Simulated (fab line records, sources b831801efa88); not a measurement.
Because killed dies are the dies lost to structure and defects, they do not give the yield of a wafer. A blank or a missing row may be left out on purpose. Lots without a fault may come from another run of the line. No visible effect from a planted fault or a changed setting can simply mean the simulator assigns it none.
One fault seen from 2 desks ; flow gf180mcu ; each desk holds nothing but its own numbers, with what lay behind them at the end

THE METROLOGY DESK
What the gauges read for every lot (on any tool): the sampled wafers with a number, averaged. Any lot whose mean is over 4 standard deviations away from the usual mean is out of limits and marked OUT; that distance is given in the brackets.
Columns: A = SALICIDE_TIN_THK at GF_SALICIDE_THK_MEAS_05, usual 20.01 nm; B = CONTACT_CVD_00_THK at GF_CONTACT_THK_MEAS_01, usual 298.0 nm; C = CONTACT_W_RS at GF_CONTACT_RS_MEAS_25, usual 0.384 ohm/sq; D = CONTACT_W_THK at GF_CONTACT_THK_MEAS_26, usual 305 nm
lot;first seen here;A;B;C;D
L616;day 14 21:43;20.01;296.5;0.388;302
L617;day 15 01:23;20.03;295.2;0.384;307
L621;day 16 16:33;20.18;296.2;0.382;299
L622;day 17 05:32;20.52;295.0;0.459 (+17) OUT;272 (-7.0) OUT
L624;day 17 19:11;20.02;299.2;0.512 (+29) OUT;240 (-14) OUT
L632;day 21 08:46;19.75;300.7;0.382;305
L634;day 21 19:49;19.93;302.2;0.390;302
L635;day 22 06:31;19.98;300.0;0.384;305
L636;day 22 14:09;20.26;295.6;0.387;306
L637;day 22 21:29;20.26;300.1;0.389;305
L638;day 23 00:50;19.87;298.4;0.381;308
L639;day 23 12:04;20.18;296.4;0.382;301
This desk finds L622, L624 out of limits, with the earliest case on L622 at day 18 06:37 (CONTACT_W_RS at GF_CONTACT_RS_MEAS_25). L616, L617, L621, L632, L634, L635, L636, L637, L638, L639: within limits.

TOOL OWNER'S DESK, cvd_w-02
The tool's own readings at GF_CONTACT_CVD_24 (deposits W, target thk 300 nm, time 90.339 s): means of the sampled wafers that have a number, for each lot that ran on this tool. Any lot whose mean is over 4 standard deviations away from the usual mean is out of limits and marked OUT; that distance is given in the brackets.
Columns: A = heater_power_w at GF_CONTACT_CVD_24, usual 857 W
lot;first seen here;A
L621;day 17 16:41;832
L622;day 18 06:31;827
L624;day 18 20:10;910
L632;day 22 10:28;879
L636;day 23 15:06;869
L638;day 24 01:28;860
Result from this desk: across the 6 lots, nothing is out of limits.

PUT TOGETHER
On L622, L624, the metrology desk was in a position to raise an alarm at day 18 06:37.
The desk of the tool owner found nothing out of limits.
Tool owner's desk: L622, L624 on record, inside its limits.
Of the lots named, all ran GF_CONTACT_CVD_24 on cvd_w-02.

WHAT WAS PUT IN BY THE SIMULATOR
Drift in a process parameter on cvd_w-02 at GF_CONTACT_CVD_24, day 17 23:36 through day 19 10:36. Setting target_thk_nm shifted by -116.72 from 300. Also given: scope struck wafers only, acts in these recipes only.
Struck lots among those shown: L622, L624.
Hours from the fault's start to each desk's first reading out of limits: the metrology desk, 7.
